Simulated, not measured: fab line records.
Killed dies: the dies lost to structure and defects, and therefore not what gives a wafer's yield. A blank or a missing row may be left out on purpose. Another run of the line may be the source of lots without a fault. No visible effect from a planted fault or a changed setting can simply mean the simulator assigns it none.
Comparing a struck lot with a sound one + flow gf180mcu + 26 steps out of a route of 602
Sound: wafers L780.2, L780.5, L780.6. Struck: wafers L789.5, L789.6. (L789.1 of the same lot was not struck and is left out.) The cause comes at the end.
Per side, at each step with rows, come the tool, then ch with its chambers, and then its first start. Under that, the readings that differ: sound wafers + struck wafers + difference of the means + sigmas: that difference in standard deviations of wafers without a fault.
alike: words and numbers the same on both sides, and readings whose means are apart by under 2 such deviations; not compared: readings that were withheld, readings missing a value for some wafer, numbers with overlapping values and no deviation given by the record, and bounds like >300 which may hide the same value.
Wherever a step has rows on one side only, a row that says differs or no value, or a row with sigmas, the two part there. Non-overlapping numbers with no deviation appear without sigmas and do not part them. A reading missing from all wafers of one side parts the sides only when that side holds two or more wafers.

first, 5 steps without rows for these wafers: GF_HV_LDD_COAT_14 (resist thk 1000 nm); GF_HV_LDD_SOFTBAKE_15 (time 60 s); GF_HV_LDD_EXPOSE_16 (exposes mask Pplus LV AREA, target cd 400 nm); GF_HV_LDD_PEB_17; GF_HV_LDD_DEVELOP_18 (develop time 60 s).
GF_HV_LDD_CD_MEAS_19: the cd target is 400 nm.
  sound: cd-sem-02 at day 12 12:00; struck: cd-sem-02 at day 15 02:26
  alike: cd-nm
GF_HV_LDD_OVL_MEAS_20:
  sound: overlay-01 at day 12 12:06; struck: overlay-01 at day 15 02:33
  alike: HV_LDD_01_OVL
following that, these wafers have no rows for 1 step: GF_HV_LDD_IMPLANT_21.
GF_HV_LDD_STRIP_22: strips in O2/N2.
  sound on plasma-asher-01 ch 0,1, day 12 12:17; struck on plasma-asher-02 ch 0,1, day 15 02:44
  alike: drypump-motor-current-A, heater-power-w, oes-product-au, strip-time-to-endpoint-s
  not compared: rf-hours-counter-h
GF_HV_LDD_TW_MEAS_23:
  sound: film-metro-04 at day 12 12:23; struck: film-metro-03 at day 15 02:50
  alike: HV_LDD_2_TW
then, 2 steps without rows for these wafers: GF_HV_LDD_DEHYDRATE_24 (time 60 s); GF_HV_LDD_HMDS_25 (prime time 60 s).
GF_HV_LDD_COAT_26: resist thk 1000 nm.
  sound on litho-track-01 ch 0, day 12 21:37; struck on litho-track-01 ch 0, day 15 12:53
| reading                                     | sound             | struck    | difference | sigmas |
|---------------------------------------------|-------------------|-----------|------------|--------|
| model.NOVOLAK_of_HV_LDD_COAT_26.thk-nm (nm) | 999.5 997.7 998.1 | 971.4 974 | -25.7      |        |
then, 3 steps without rows for these wafers: GF_HV_LDD_SOFTBAKE_27 (time 60 s); GF_HV_LDD_EXPOSE_28 (exposes mask Nplus HV AREA, target cd 400 nm); GF_HV_LDD_PEB_29.
GF_HV_LDD_DEVELOP_30: develop time 60 s.
  sound on litho-track-02 ch 0, day 13 07:52; struck on litho-track-02 ch 0, day 15 23:35
| reading                                     | sound             | struck    | difference | sigmas |
|---------------------------------------------|-------------------|-----------|------------|--------|
| model.NOVOLAK_of_HV_LDD_COAT_26.thk-nm (nm) | 999.1 997.3 997.7 | 971 973.6 | -26        |        |
  alike: developer-temp-C
GF_HV_LDD_CD_MEAS_31: the cd target is 400 nm.
  sound: cd-sem-01 at day 13 08:00; struck: cd-sem-01 at day 15 23:44
  alike: cd-nm
GF_HV_LDD_OVL_MEAS_32:
  sound: overlay-02 at day 13 08:07; struck: overlay-01 at day 15 23:51
| reading            | sound         | struck  | difference | sigmas |
|--------------------|---------------|---------|------------|--------|
| HV_LDD_02_OVL (nm) | -0.9 -1.2 0.2 | 2.7 1.9 | +2.9       | +2     |
then, 4 steps without rows for these wafers: GF_HV_LDD_IMPLANT_33; GF_HV_LDD_IMPLANT_34; GF_HV_LDD_IMPLANT_35; GF_HV_LDD_IMPLANT_36.
GF_HV_LDD_STRIP_37: strips in O2/N2.
  sound on plasma-asher-01 ch 0,1, day 13 08:44; struck on plasma-asher-03 ch 0,1, day 16 00:29
| reading                      | sound             | struck      | difference | sigmas |
|------------------------------|-------------------|-------------|------------|--------|
| strip-time-to-endpoint-s (s) | 12.62 12.59 12.61 | 12.30 12.33 | -0.29      | -8     |
  alike: drypump-motor-current-A, heater-power-w, oes-product-au
  not compared: rf-hours-counter-h
GF_HV_LDD_TW_MEAS_38:
  sound: film-metro-04 at day 13 08:51; struck: film-metro-03 at day 16 00:35
  alike: HV_LDD_3_TW
GF_PASSIVATION_PROBE_99:
  the record has rows for the sound wafers here (prober-02, day 30 21:28) and none for the struck ones

WHERE THEY PART
At GF_HV_LDD_OVL_MEAS_32 first; at GF_PASSIVATION_PROBE_99 last (within this record only).

WHY: whatever the simulator had introduced
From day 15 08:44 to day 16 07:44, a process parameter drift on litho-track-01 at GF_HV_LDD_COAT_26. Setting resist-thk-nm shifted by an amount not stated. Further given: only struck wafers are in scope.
